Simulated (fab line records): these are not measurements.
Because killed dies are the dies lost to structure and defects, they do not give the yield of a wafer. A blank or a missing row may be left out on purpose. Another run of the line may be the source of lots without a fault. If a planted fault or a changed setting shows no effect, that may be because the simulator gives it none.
fab line records ; flow sky130 ; part 2 of 2: steps 26 to 34 of 34
[record] lots = 5; wafers = 15; last_day = 50
route steps=708 shown LDD_P@257 LDD_HVN@267 LDD_HVP@278 LDD_LDN@289
lots that met no fault: taken from a fault-free run of the same line
start_h: hours from the record's first day to the start of the lot's first wafer shown ; wait_h: hours from the lot's prior step to this one ; " repeats the value in the row above ; L1.1+2: a single row standing in for several wafers ; - either no value or no given start ; * or withheld: withheld ; < > ~ a bound
route shown NAME@n: NAME is a module with steps in the file, n the number in the route of the first one ; usual: mean/standard deviation of fault-free wafers ; same: alike in all rows ; chamber/n: place in a boat ; sites: each site's reading ; _std_site: the values' standard deviation ; _edge_site: the outer-site mean with the inner-site mean subtracted ; radius_mm: for every site, how far away it sits from the centre of the wafer ; mask NAME#n: copy n ; behind: the tool/chamber that last shaped the wafer ; hold: why the lot was held/for how many hours/how that ended ; device: transistor that didn't switch, given as n, p or np ; end of line: the same wafers' tests at the end of the route ; a step with no rows: only its recipe ; killed: the dies lost at the first sort to structure and to defects; this is not the yield of the wafer ; map: per-die view of a wafer (x killed, . not killed, _ where there is no die)
set.NAME: the setting that was run; set.NAME@STEP: the one run at that earlier step ; model.NAME: the simulator's own value behind a step, which no gauge read
a table for each step, a row for each wafer; lots at some steps of the route
services: when a tool's chamber went out of use (start_h, in hours from the record's first day, below 0 if earlier), for how many hours, and the reason
[[steps]]
[step SKY_LDD_HVP_EXPOSE_04]
[recipe] mask_id = HVPTM; na = 0.6; source_shape = conventional; sigma_outer = 0.6; polarization = unpolarized; target_cd_nm = 700; dose_mj = 86
[usual] reticle_temp_C = 23.01/0.12
[same] sigma_outer = 0.6
lot.wafer;tool;chamber;start_h;wait_h;mask;reticle_temp_C
L075.2;iline_stepper-01;0;-;-;HVPTM#0;23.00
L075.4;iline_stepper-01;0;-;-;HVPTM#0;22.91
L075.5;iline_stepper-01;0;-;-;HVPTM#0;22.94
L086.2;iline_stepper-02;0;-;-;HVPTM#0;23.10
L086.5;iline_stepper-02;0;-;-;HVPTM#0;23.00
L086.6;iline_stepper-02;0;-;-;HVPTM#0;23.02
L088.1;iline_stepper-02;0;-;-;HVPTM#0;23.08
L088.2;iline_stepper-02;0;-;-;HVPTM#0;22.96
L088.4;iline_stepper-02;0;-;-;HVPTM#0;22.93
L093.3;iline_stepper-01;0;-;-;HVPTM#0;23.16
L093.4;iline_stepper-01;0;-;-;HVPTM#0;23.03
L093.5;iline_stepper-01;0;-;-;HVPTM#0;23.16
L097.1;iline_stepper-02;0;-;-;HVPTM#0;22.98
L097.2;iline_stepper-02;0;-;-;HVPTM#0;23.07
L097.3;iline_stepper-02;0;-;-;HVPTM#0;23.05
[step SKY_LDD_HVP_PEB_05]
[recipe] temp_c = withheld; time_s = *; resist = NOVOLAK
[usual] chill_plate_temp_C = *
[same] time_s = *
lot.wafer;tool;chamber;start_h;wait_h;chill_plate_temp_C
L075.2;litho_track-01;0;-;-;*
L075.4;litho_track-01;0;-;-;*
L075.5;litho_track-01;0;-;-;*
L086.2;litho_track-03;0;-;-;*
L086.5;litho_track-03;0;-;-;*
L086.6;litho_track-03;0;-;-;*
L088.1;litho_track-01;0;-;-;*
L088.2;litho_track-01;0;-;-;*
L088.4;litho_track-01;0;-;-;*
L093.3;litho_track-01;0;-;-;*
L093.4;litho_track-01;0;-;-;*
L093.5;litho_track-01;0;-;-;*
L097.1;litho_track-02;0;-;-;*
L097.2;litho_track-02;0;-;-;*
L097.3;litho_track-02;0;-;-;*
[step SKY_LDD_HVP_DEVELOP_06]
[recipe] resist = NOVOLAK; developer = TMAH; develop_time_s = 60; dev_temp_c = 23
[usual] chill_plate_temp_C = 23.00/0.088
lot.wafer;tool;chamber;start_h;wait_h;chill_plate_temp_C
L075.2;litho_track-01;0;511.85;0.1;23.06
L075.4;litho_track-01;0;511.85;0.1;23.11
L075.5;litho_track-01;0;511.85;0.1;23.08
L086.2;litho_track-03;0;620.01;0.1;23.03
L086.5;litho_track-03;0;620.01;0.1;23.03
L086.6;litho_track-03;0;620.01;0.1;23.11
L088.1;litho_track-01;0;639.63;0.1;22.86
L088.2;litho_track-01;0;639.63;0.1;22.89
L088.4;litho_track-01;0;639.63;0.1;22.96
L093.3;litho_track-01;0;658.47;0.1;22.99
L093.4;litho_track-01;0;658.47;0.1;22.92
L093.5;litho_track-01;0;658.47;0.1;22.71
L097.1;litho_track-02;0;690.18;0.1;23.12
L097.2;litho_track-02;0;690.18;0.1;23.01
L097.3;litho_track-02;0;690.18;0.1;23.04
[step SKY_LDD_HVP_OVL_MEAS_07]
[usual] LDD_HVP_OVL = -0.9/1.4
lot.wafer;tool;chamber;start_h;wait_h;LDD_HVP_OVL[nm]
L075.2;overlay-02;-;511.98;0.1;-0.7
L075.4;overlay-02;-;511.98;0.1;-1.7
L075.5;overlay-02;-;511.98;0.1;-1.7
L086.2;overlay-01;-;620.14;0.1;-0.5
L086.5;overlay-01;-;620.14;0.1;-0.2
L086.6;overlay-01;-;620.14;0.1;0.9
L088.1;overlay-02;-;639.78;0.1;0.0
L088.2;overlay-02;-;639.78;0.1;-0.4
L088.4;overlay-02;-;639.78;0.1;-0.6
L093.3;overlay-01;-;658.59;0.1;-4.0
L093.4;overlay-01;-;658.59;0.1;-3.2
L093.5;overlay-01;-;658.59;0.1;-2.0
L097.1;overlay-01;-;690.33;0.1;0.2
L097.2;overlay-01;-;690.33;0.1;0.2
L097.3;overlay-01;-;690.33;0.1;-1.6
[step SKY_LDD_HVP_IMPLANT_08]
[recipe] species = B; energy_kev = 20; dose_cm2 = 1.7e+13; tilt_deg = 17.9
[usual] end_station_pressure_torr = 5.09e-06/3e-07
lot.wafer;tool;chamber;start_h;wait_h;end_station_pressure_torr
L075.2;implanter-02;0;512.04;0.0;4.72e-06
L075.4;implanter-02;0;512.04;0.0;5.61e-06
L075.5;implanter-02;0;512.04;0.0;4.63e-06
L086.2;implanter-02;0;620.19;0.0;5.36e-06
L086.5;implanter-02;0;620.19;0.0;5.39e-06
L086.6;implanter-02;0;620.19;0.0;5.2e-06
L088.1;implanter-04;0;639.81;0.0;5.4e-06
L088.2;implanter-04;0;639.81;0.0;5.02e-06
L088.4;implanter-04;0;639.81;0.0;4.98e-06
L093.3;implanter-04;0;658.66;0.1;5.37e-06
L093.4;implanter-04;0;658.66;0.1;5.05e-06
L093.5;implanter-04;0;658.66;0.1;5.31e-06
L097.1;implanter-04;0;690.37;0.0;4.72e-06
L097.2;implanter-04;0;690.37;0.0;4.96e-06
L097.3;implanter-04;0;690.37;0.0;5.51e-06
[step SKY_LDD_HVP_STRIP_09]
[recipe] chemistry = O2/N2; power_w = 1400; pressure_mtorr = 1500; platen_temp_c = withheld; o2_flow_sccm = 3000; n2_flow_sccm = 300; overash_fraction = 0.5
[usual] drypump_motor_current_A = 5.79/0.3; oes_product_au = 0.409/0.004; strip_time_to_endpoint_s = 4.136/0.014
lot.wafer;tool;chamber;start_h;wait_h;drypump_motor_current_A;oes_product_au;rf_hours_counter_h;strip_time_to_endpoint_s
L075.2;plasma_asher-02;1;512.16;0.1;5.72;0.408;78;4.132
L075.4;plasma_asher-02;1;512.16;0.1;5.70;0.407;-;4.095
L075.5;plasma_asher-02;1;512.16;0.1;5.71;0.401;-;4.106
L086.2;plasma_asher-02;0;620.32;0.1;5.91;0.409;89;4.099
L086.5;plasma_asher-02;1;620.32;0.1;5.75;0.407;-;4.120
L086.6;plasma_asher-02;0;620.32;0.1;5.88;0.404;-;4.123
L088.1;plasma_asher-04;0;639.96;0.1;5.71;0.407;52;4.152
L088.2;plasma_asher-04;1;639.96;0.1;5.30;0.412;52;4.130
L088.4;plasma_asher-04;0;639.96;0.1;5.69;0.404;-;4.140
L093.3;plasma_asher-02;0;658.79;0.1;5.91;0.410;-;4.122
L093.4;plasma_asher-02;1;658.79;0.1;5.72;0.407;-;4.130
L093.5;plasma_asher-02;1;658.79;0.1;5.73;0.413;-;4.141
L097.1;plasma_asher-01;1;690.52;0.1;5.79;0.405;84;4.113
L097.2;plasma_asher-01;0;690.52;0.1;6.31;0.417;84;4.143
L097.3;plasma_asher-01;0;690.52;0.1;6.33;0.412;-;4.110
[step SKY_LDD_HVP_TW_MEAS_10]
[usual] LDD_HVP_TW = 458.6/2.5
lot.wafer;tool;chamber;start_h;wait_h;LDD_HVP_TW
L075.2;film_metro-03;-;512.27;0.1;457.7
L075.4;film_metro-03;-;512.27;0.1;458.5
L075.5;film_metro-03;-;512.27;0.1;457.0
L086.2;film_metro-03;-;620.43;0.1;456.1
L086.5;film_metro-03;-;620.43;0.1;456.0
L086.6;film_metro-03;-;620.43;0.1;458.2
L088.1;film_metro-03;-;640.06;0.1;457.6
L088.2;film_metro-03;-;640.06;0.1;456.6
L088.4;film_metro-03;-;640.06;0.1;458.6
L093.3;film_metro-03;-;658.88;0.1;458.3
L093.4;film_metro-03;-;658.88;0.1;457.7
L093.5;film_metro-03;-;658.88;0.1;459.5
L097.1;film_metro-04;-;690.62;0.1;464.1
L097.2;film_metro-04;-;690.62;0.1;459.9
L097.3;film_metro-04;-;690.62;0.1;461.5
[step SKY_LDD_LDN_DEHYDRATE_00]
[recipe] temp_c = 200; time_s = 60
[usual] chill_plate_temp_C = 23.01/0.098
[same] time_s = 60
lot.wafer;tool;chamber;start_h;wait_h;chill_plate_temp_C
L075.2;litho_track-02;0;526.46;14.2;22.96
L075.4;litho_track-02;0;526.46;14.2;23.13
L075.5;litho_track-02;0;526.46;14.2;22.94
L086.2;litho_track-01;0;634.55;14.1;23.07
L086.5;litho_track-01;0;634.55;14.1;22.85
L086.6;litho_track-01;0;634.55;14.1;22.99
L088.1;litho_track-04;0;653.92;13.8;23.08
L088.2;litho_track-04;0;653.92;13.8;23.05
L088.4;litho_track-04;0;653.92;13.8;23.09
L093.3;litho_track-02;0;672.93;14.0;22.80
L093.4;litho_track-02;0;672.93;14.0;22.89
L093.5;litho_track-02;0;672.93;14.0;22.96
L097.1;litho_track-02;0;703.88;13.3;23.03
L097.2;litho_track-02;0;703.88;13.3;22.99
L097.3;litho_track-02;0;703.88;13.3;23.00
[step SKY_LDD_LDN_HMDS_01]
[recipe] prime_time_s = 60; prime_temp_c = 120
[usual] chill_plate_temp_C = 23.00/0.092
lot.wafer;tool;chamber;start_h;wait_h;chill_plate_temp_C
L075.2;litho_track-02;0;526.61;0.1;23.22
L075.4;litho_track-02;0;526.61;0.1;23.03
L075.5;litho_track-02;0;526.61;0.1;23.06
L086.2;litho_track-01;0;634.70;0.1;22.99
L086.5;litho_track-01;0;634.70;0.1;23.04
L086.6;litho_track-01;0;634.70;0.1;22.98
L088.1;litho_track-04;0;654.07;0.1;23.11
L088.2;litho_track-04;0;654.07;0.1;22.97
L088.4;litho_track-04;0;654.07;0.1;23.13
L093.3;litho_track-02;0;673.08;0.1;23.09
L093.4;litho_track-02;0;673.08;0.1;23.09
L093.5;litho_track-02;0;673.08;0.1;23.05
L097.1;litho_track-02;0;704.03;0.1;23.12
L097.2;litho_track-02;0;704.03;0.1;22.93
L097.3;litho_track-02;0;704.03;0.1;23.04
[[services]]
tool;chamber;start_h;hours;kind
plasma_asher-04;-;427.30;2.5;repair
implanter-02;-;428.12;1.8;repair
iline_stepper-02;-;430.87;1.7;pm
implanter-04;-;448.98;5.2;repair
iline_stepper-01;-;459.32;1.7;pm
plasma_asher-02;-;460.99;2.3;repair
iline_stepper-01;-;467.64;8.9;repair
implanter-03;-;467.66;6.6;repair
plasma_asher-01;-;498.76;2.2;repair
plasma_asher-01;-;517.09;3.4;repair
plasma_asher-01;-;519.06;8.1;repair
iline_stepper-02;-;520.03;10.5;repair
implanter-02;-;555.19;5.6;pm
implanter-02;-;594.26;4.9;repair
plasma_asher-01;-;610.32;2.5;repair
iline_stepper-01;-;612.59;8.4;repair
plasma_asher-02;-;617.32;0.7;repair
plasma_asher-01;-;634.12;0.9;repair
iline_stepper-02;-;649.14;1.7;pm
iline_stepper-01;-;677.54;1.7;pm
implanter-02;-;681.88;4.3;pm
plasma_asher-04;-;683.79;3.6;repair
iline_stepper-02;-;684.24;1.5;repair
iline_stepper-02;-;701.69;6.7;repair
